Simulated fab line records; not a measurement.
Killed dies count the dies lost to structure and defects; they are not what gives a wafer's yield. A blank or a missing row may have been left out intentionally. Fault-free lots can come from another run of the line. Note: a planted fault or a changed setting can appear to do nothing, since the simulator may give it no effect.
Tool commonality check + flow gf180mcu + Sampled: 12 lots, 36 wafers

THE REASON FOR OPENING IT
2 of 12 lots carry a flag on the reading V1_CVD_02_THK at GF_V1_THK_MEAS_03. Fault-free wafers read 850 nm, with a standard deviation of 12.
Rule: a lot is flagged when every wafer of it that has a number lies more than 4 standard deviations from that mean, or none has a number. All remaining lots are regarded as sound.

| lot  | measured     | on            | V1_CVD_02_THK (nm), wafer by wafer | flag    |
|------|--------------|---------------|------------------------------------|---------|
| L695 | day 16 20:09 | film_metro-02 | 845 868 869                        |         |
| L696 | day 17 07:55 | film_metro-02 | 836 845 854                        |         |
| L699 | day 18 09:22 | film_metro-03 | 851 851 857                        |         |
| L700 | day 18 17:02 | film_metro-03 | 834 869 868                        |         |
| L701 | day 19 12:05 | film_metro-04 | 594 601 599                        | FLAGGED |
| L702 | day 20 03:07 | film_metro-02 | 609 603 615                        | FLAGGED |
| L711 | day 23 03:07 | film_metro-03 | 836 846 854                        |         |
| L712 | day 23 16:20 | film_metro-03 | 844 855 871                        |         |
| L714 | day 23 23:32 | film_metro-03 | 828 846 852                        |         |
| L715 | day 24 04:34 | film_metro-02 | 848 847 848                        |         |
| L716 | day 24 13:37 | film_metro-03 | 862 852 865                        |         |
| L718 | day 25 05:33 | film_metro-02 | 837 857 857                        |         |
On average the flagged lots' numbers are 604 nm, which is -246 nm against the usual, or -21 standard deviations.

WHICH TOOL EACH LOT WENT THROUGH
The record keeps 1 process step preceding the reading, out of 602 steps on the route. Every cell lists first the tool, next ch and the chambers used by the sampled wafers, and last the start.
| lot  | flag    | GF_V1_CVD_02                    |
|------|---------|---------------------------------|
| L695 |         | pecvd-03 ch 0,1,2, day 16 20:05 |
| L696 |         | pecvd-01 ch 0,1,2, day 17 07:50 |
| L699 |         | pecvd-04 ch 0,1,2, day 18 09:17 |
| L700 |         | pecvd-04 ch 0,1,2, day 18 16:56 |
| L701 | FLAGGED | pecvd-04 ch 0,2, day 19 12:01   |
| L702 | FLAGGED | pecvd-04 ch 0,2, day 20 02:59   |
| L711 |         | pecvd-01 ch 1,2, day 23 03:02   |
| L712 |         | pecvd-03 ch 0,1, day 23 16:17   |
| L714 |         | pecvd-04 ch 0,2, day 23 23:28   |
| L715 |         | pecvd-03 ch 0,2, day 24 04:30   |
| L716 |         | pecvd-03 ch 1,2, day 24 13:32   |
| L718 |         | pecvd-03 ch 0,1, day 25 05:28   |
What these steps do:
- GF_V1_CVD_02: deposits SiO2 from TEOS, target thk 850 nm, time 94.851 s.
- GF_V1_THK_MEAS_03

FLAGGED OVER TOTAL, TOOL BY TOOL (the gauges that took the reading come last)
| step              | tool          | lots run | flagged | share of the flagged lots | sound lots run after its first flagged lot |
|-------------------|---------------|----------|---------|---------------------------|--------------------------------------------|
| GF_V1_CVD_02      | pecvd-01      | 2        | 0       | none                      | -                                          |
| GF_V1_CVD_02      | pecvd-03      | 5        | 0       | none                      | -                                          |
| GF_V1_CVD_02      | pecvd-04      | 5        | 2       | all                       | 1 (L714)                                   |
| GF_V1_THK_MEAS_03 | film_metro-02 | 5        | 1       | some                      | 2 (L715,L718)                              |
| GF_V1_THK_MEAS_03 | film_metro-03 | 6        | 0       | none                      | -                                          |
| GF_V1_THK_MEAS_03 | film_metro-04 | 1        | 1       | some                      | 0                                          |

THE TABLE: WHAT IT ALLOWS
All flagged lots share 1 row of the table, namely pecvd-04 at GF_V1_CVD_02.
- pecvd-04 at GF_V1_CVD_02: 2 of its 5 lots flagged. Lots that were sound ran on it after the first flagged one (L714); a persistent fault on the entire tool would not allow that. Its own readings (run_length_s) fall more than 4 standard deviations out on all wafers of the flagged lots.
No row of the table ran every flagged lot and no sound lot after the first.

WHAT THE SIMULATOR HAD PUT IN
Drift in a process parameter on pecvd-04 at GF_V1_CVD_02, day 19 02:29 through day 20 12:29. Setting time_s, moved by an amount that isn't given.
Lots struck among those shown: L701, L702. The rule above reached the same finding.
